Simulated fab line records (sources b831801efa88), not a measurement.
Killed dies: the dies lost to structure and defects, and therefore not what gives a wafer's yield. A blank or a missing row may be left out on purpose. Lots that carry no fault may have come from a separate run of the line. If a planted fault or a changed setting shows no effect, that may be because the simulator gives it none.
Which tool did it? :: flow sky130 :: 10 lots with 30 wafers sampled at 6 steps, on a route of 708 steps

== WHAT EACH GAUGE READ, for each wafer ==
SKY_METAL2_RS_MEAS_05: a four-point-probe measurement.
lot: L906
measured: day 34 20:07
on: filmMetro-03
METAL2_ALCU_RS (ohm/sq): 0.1261 0.1270 0.1263

lot: L907
measured: day 35 00:25
on: filmMetro-01
METAL2_ALCU_RS (ohm/sq): 0.1277 0.1269 0.1265

lot: L911
measured: day 36 10:14
on: filmMetro-02
METAL2_ALCU_RS (ohm/sq): 0.1278 0.1258 0.1261

lot: L913
measured: day 36 20:23
on: filmMetro-01
METAL2_ALCU_RS (ohm/sq): 0.1258 0.1262 0.1268

lot: L916
measured: day 37 15:38
on: filmMetro-02
METAL2_ALCU_RS (ohm/sq): 0.1287 0.1281 0.2568

lot: L918
measured: day 38 13:10
on: filmMetro-02
METAL2_ALCU_RS (ohm/sq): 0.1272 0.1248 0.2553

lot: L923
measured: day 40 05:51
on: filmMetro-01
METAL2_ALCU_RS (ohm/sq): 0.1266 0.1270 0.1274

lot: L924
measured: day 40 20:35
on: filmMetro-01
METAL2_ALCU_RS (ohm/sq): 0.1284 0.1263 0.1265

lot: L926
measured: day 40 23:45
on: filmMetro-02
METAL2_ALCU_RS (ohm/sq): 0.1266 0.1270 0.1253

lot: L925
measured: day 41 01:01
on: filmMetro-02
METAL2_ALCU_RS (ohm/sq): 0.1282 0.1290 0.1263

SKY_METAL2_THK_MEAS_06: measures by xrf.
lot: L906
measured: day 34 20:14
on: filmMetro-03
METAL2_ALCU_THK (nm): 248 246 249

lot: L907
measured: day 35 00:32
on: filmMetro-01
METAL2_ALCU_THK (nm): 247 248 250

lot: L911
measured: day 36 10:21
on: filmMetro-02
METAL2_ALCU_THK (nm): 248 253 253

lot: L913
measured: day 36 20:30
on: filmMetro-01
METAL2_ALCU_THK (nm): 253 252 249

lot: L916
measured: day 37 15:44
on: filmMetro-02
METAL2_ALCU_THK (nm): 248 251 128

lot: L918
measured: day 38 13:17
on: filmMetro-02
METAL2_ALCU_THK (nm): 253 257 129

lot: L923
measured: day 40 05:58
on: filmMetro-01
METAL2_ALCU_THK (nm): 248 247 250

lot: L924
measured: day 40 20:42
on: filmMetro-01
METAL2_ALCU_THK (nm): 247 249 250

lot: L926
measured: day 40 23:51
on: filmMetro-02
METAL2_ALCU_THK (nm): 253 253 257

lot: L925
measured: day 41 01:08
on: filmMetro-02
METAL2_ALCU_THK (nm): 248 247 253

== WHAT TOOL EACH LOT RAN ON (gives the tool, then ch and the chambers of the sampled wafers, and finally the start) ==
lot: L906
SKY_CONTACT_CMP_27: cmp-01 ch 0,3, day 32 12:10
SKY_METAL1_SPUTTER_04: pvdSputter-03, day 32 12:34
SKY_METAL1_DESCUM_17: rieMetal-02 ch 0,1, day 33 15:02
SKY_METAL2_SPUTTER_02: pvdSputter-02, day 34 20:01

lot: L907
SKY_CONTACT_CMP_27: cmp-01 ch 0,2,3, day 32 15:58
SKY_METAL1_SPUTTER_04: pvdSputter-02, day 32 16:16
SKY_METAL1_DESCUM_17: rieMetal-02 ch 0,1, day 33 18:47
SKY_METAL2_SPUTTER_02: pvdSputter-01, day 35 00:18

lot: L911
SKY_CONTACT_CMP_27: cmp-02 ch 1,2,3, day 34 03:02
SKY_METAL1_SPUTTER_04: pvdSputter-02, day 34 03:25
SKY_METAL1_DESCUM_17: rieMetal-02 ch 0,1, day 35 05:41
SKY_METAL2_SPUTTER_02: pvdSputter-01, day 36 10:08

lot: L913
SKY_CONTACT_CMP_27: cmp-02 ch 0,2,3, day 34 12:52
SKY_METAL1_SPUTTER_04: pvdSputter-03, day 34 13:16
SKY_METAL1_DESCUM_17: rieMetal-04 ch 1, day 35 15:50
SKY_METAL2_SPUTTER_02: pvdSputter-03, day 36 20:17

lot: L916
SKY_CONTACT_CMP_27: cmp-02 ch 1,3, day 35 08:10
SKY_METAL1_SPUTTER_04: pvdSputter-04, day 35 08:34
SKY_METAL1_DESCUM_17: rieMetal-02 ch 0,1, day 36 10:57
SKY_METAL2_SPUTTER_02: pvdSputter-01, day 37 15:30

lot: L918
SKY_CONTACT_CMP_27: cmp-01 ch 0,3, day 36 05:43
SKY_METAL1_SPUTTER_04: pvdSputter-03, day 36 06:06
SKY_METAL1_DESCUM_17: rieMetal-01 ch 0,1, day 37 08:35
SKY_METAL2_SPUTTER_02: pvdSputter-01, day 38 13:04

lot: L923
SKY_CONTACT_CMP_27: cmp-02 ch 1,2, day 38 01:39
SKY_METAL1_SPUTTER_04: pvdSputter-03, day 38 01:59
SKY_METAL1_DESCUM_17: rieMetal-01 ch 0,1, day 39 02:47
SKY_METAL2_SPUTTER_02: pvdSputter-03, day 40 05:46

lot: L924
SKY_CONTACT_CMP_27: cmp-02 ch 0,1,2, day 38 16:08
SKY_METAL1_SPUTTER_04: pvdSputter-02, day 38 16:31
SKY_METAL1_DESCUM_17: rieMetal-04 ch 0, day 39 17:23
SKY_METAL2_SPUTTER_02: pvdSputter-03, day 40 20:29

lot: L926
SKY_CONTACT_CMP_27: cmp-02 ch 0,2,3, day 38 19:12
SKY_METAL1_SPUTTER_04: pvdSputter-02, day 38 19:29
SKY_METAL1_DESCUM_17: rieMetal-01 ch 0,1, day 39 20:11
SKY_METAL2_SPUTTER_02: pvdSputter-03, day 40 23:37

lot: L925
SKY_CONTACT_CMP_27: cmp-02 ch 0,1,2, day 38 20:49
SKY_METAL1_SPUTTER_04: pvdSputter-04, day 38 21:06
SKY_METAL1_DESCUM_17: rieMetal-02 ch 0,1, day 39 22:05
SKY_METAL2_SPUTTER_02: pvdSputter-03, day 41 00:55
- SKY_CONTACT_CMP_27: polishes, stops on SiO2, t overpolish 15 s, target thk 0 nm.
- SKY_METAL1_SPUTTER_04: material TiN, target thk 70 nm, time 58.3 s.
- SKY_METAL1_DESCUM_17: chemistry O2, time 8 s.
- SKY_METAL2_SPUTTER_02: material AlCu, target thk 250 nm, time 13.3 s.

== AS READ BY THE TOOLS THEMSELVES (means over the sampled wafers that have a number; for cases with no such wafer, the mark the record gives instead) ==
SKY_CONTACT_CMP_27.
lot: L906
tool: cmp-01
motorCurrentA (A): 10.5
overpolishRunS (s): 14.993
slurryFilterDpKPa (kPa): 13.53
timeToEndpointS (s): 81.0

lot: L907
tool: cmp-01
motorCurrentA (A): 10.5
overpolishRunS (s): 15.004
slurryFilterDpKPa (kPa): 13.55
timeToEndpointS (s): 83.3

lot: L911
tool: cmp-02
motorCurrentA (A): 11.0
overpolishRunS (s): 15.001
slurryFilterDpKPa (kPa): 13.33
timeToEndpointS (s): 81.4

lot: L913
tool: cmp-02
motorCurrentA (A): 11.1
overpolishRunS (s): 15.001
slurryFilterDpKPa (kPa): 13.39
timeToEndpointS (s): 83.3

lot: L916
tool: cmp-02
motorCurrentA (A): 10.5
overpolishRunS (s): 14.999
slurryFilterDpKPa (kPa): 13.47
timeToEndpointS (s): 84.4

lot: L918
tool: cmp-01
motorCurrentA (A): 10.7
overpolishRunS (s): 14.994
slurryFilterDpKPa (kPa): 13.38
timeToEndpointS (s): 77.1

lot: L923
tool: cmp-02
motorCurrentA (A): 11.0
overpolishRunS (s): 14.994
slurryFilterDpKPa (kPa): 13.44
timeToEndpointS (s): 82.8

lot: L924
tool: cmp-02
motorCurrentA (A): 11.4
overpolishRunS (s): 14.998
slurryFilterDpKPa (kPa): 13.53
timeToEndpointS (s): 83.9

lot: L926
tool: cmp-02
motorCurrentA (A): 11.2
overpolishRunS (s): 15.007
slurryFilterDpKPa (kPa): 13.48
timeToEndpointS (s): 84.0

lot: L925
tool: cmp-02
motorCurrentA (A): 11.3
overpolishRunS (s): 14.994
slurryFilterDpKPa (kPa): 13.55
timeToEndpointS (s): 82.6

SKY_METAL1_SPUTTER_04.
lot: L906
tool: pvdSputter-03
throttleValvePct (%): 30.8

lot: L907
tool: pvdSputter-02
throttleValvePct (%): 30.0

lot: L911
tool: pvdSputter-02
throttleValvePct (%): 30.0

lot: L913
tool: pvdSputter-03
throttleValvePct (%): 29.2

lot: L916
tool: pvdSputter-04
throttleValvePct (%): 31.0

lot: L918
tool: pvdSputter-03
throttleValvePct (%): 29.7

lot: L923
tool: pvdSputter-03
throttleValvePct (%): 30.7

lot: L924
tool: pvdSputter-02
throttleValvePct (%): 30.1

lot: L926
tool: pvdSputter-02
throttleValvePct (%): 29.9

lot: L925
tool: pvdSputter-04
throttleValvePct (%): 30.4

SKY_METAL1_DESCUM_17.
lot: L906
tool: rieMetal-02
drypumpMotorCurrentA (A): 5.75
oesProductAu (a.u.): 1.000

lot: L907
tool: rieMetal-02
drypumpMotorCurrentA (A): 5.68
oesProductAu (a.u.): 0.996

lot: L911
tool: rieMetal-02
drypumpMotorCurrentA (A): 5.73
oesProductAu (a.u.): 1.000

lot: L913
tool: rieMetal-04
drypumpMotorCurrentA (A): 5.50
oesProductAu (a.u.): 0.994

lot: L916
tool: rieMetal-02
drypumpMotorCurrentA (A): 5.74
oesProductAu (a.u.): 1.004

lot: L918
tool: rieMetal-01
drypumpMotorCurrentA (A): 5.39
oesProductAu (a.u.): 0.995

lot: L923
tool: rieMetal-01
drypumpMotorCurrentA (A): 5.39
oesProductAu (a.u.): 1.004

lot: L924
tool: rieMetal-04
drypumpMotorCurrentA (A): 5.63
oesProductAu (a.u.): 1.001

lot: L926
tool: rieMetal-01
drypumpMotorCurrentA (A): 5.60
oesProductAu (a.u.): 1.006

lot: L925
tool: rieMetal-02
drypumpMotorCurrentA (A): 5.73
oesProductAu (a.u.): 1.005

SKY_METAL2_SPUTTER_02.
lot: L906
tool: pvdSputter-02
throttleValvePct (%): 30.0

lot: L907
tool: pvdSputter-01
throttleValvePct (%): 29.7

lot: L911
tool: pvdSputter-01
throttleValvePct (%): 30.6

lot: L913
tool: pvdSputter-03
throttleValvePct (%): 30.9

lot: L916
tool: pvdSputter-01
throttleValvePct (%): 30.5

lot: L918
tool: pvdSputter-01
throttleValvePct (%): 29.8

lot: L923
tool: pvdSputter-03
throttleValvePct (%): 30.5

lot: L924
tool: pvdSputter-03
throttleValvePct (%): 29.8

lot: L926
tool: pvdSputter-03
throttleValvePct (%): 31.1

lot: L925
tool: pvdSputter-03
throttleValvePct (%): 29.8

== THE ANSWER, worked out from the rows above alone ==
Rule: the usual values come from the lots themselves. Put in order of their means at a reading, lots are off if they are a third of the lots or fewer, leave a main group of 4 or more, and stand apart from it by a gap of 3 or more times the standard deviation of the main group's means; of several such gaps the widest counts. The tables above print the reading to a certain number of digits; a main group whose means all agree to those digits is not used. Also off: a lot with no number at a reading for which 4 or more lots have one. The other lots that the step has rows for count as sound. After the gauges, taken in route order, come the tools' own readings; for these a lot's mean is taken, as printed above. The first step at which some lot is off is used, and at that step the reading that is off furthest; a lot without a number counts as furthest.
Off: L916, L918, at SKY_METAL2_RS_MEAS_05 (METAL2_ALCU_RS). For the main group the mean is 0.1268 ohm/sq and the standard deviation 0.00049.
If a tool, at a process step before that reading, ran all the lots that are off and no sound lot after the first of them, it fits. The gauges at SKY_METAL2_RS_MEAS_05 are tried like those tools. One fits: pvdSputter-01 at SKY_METAL2_SPUTTER_02. A fault onset in the window from L911 (day 36 10:08, its last sound lot) to L916 (day 37 15:30, its first lot off) fits.

== WHAT THE SIMULATOR HAD INSERTED ==
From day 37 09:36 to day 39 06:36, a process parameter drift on pvdSputter-01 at SKY_METAL2_SPUTTER_02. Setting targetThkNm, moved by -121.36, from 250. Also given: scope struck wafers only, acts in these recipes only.
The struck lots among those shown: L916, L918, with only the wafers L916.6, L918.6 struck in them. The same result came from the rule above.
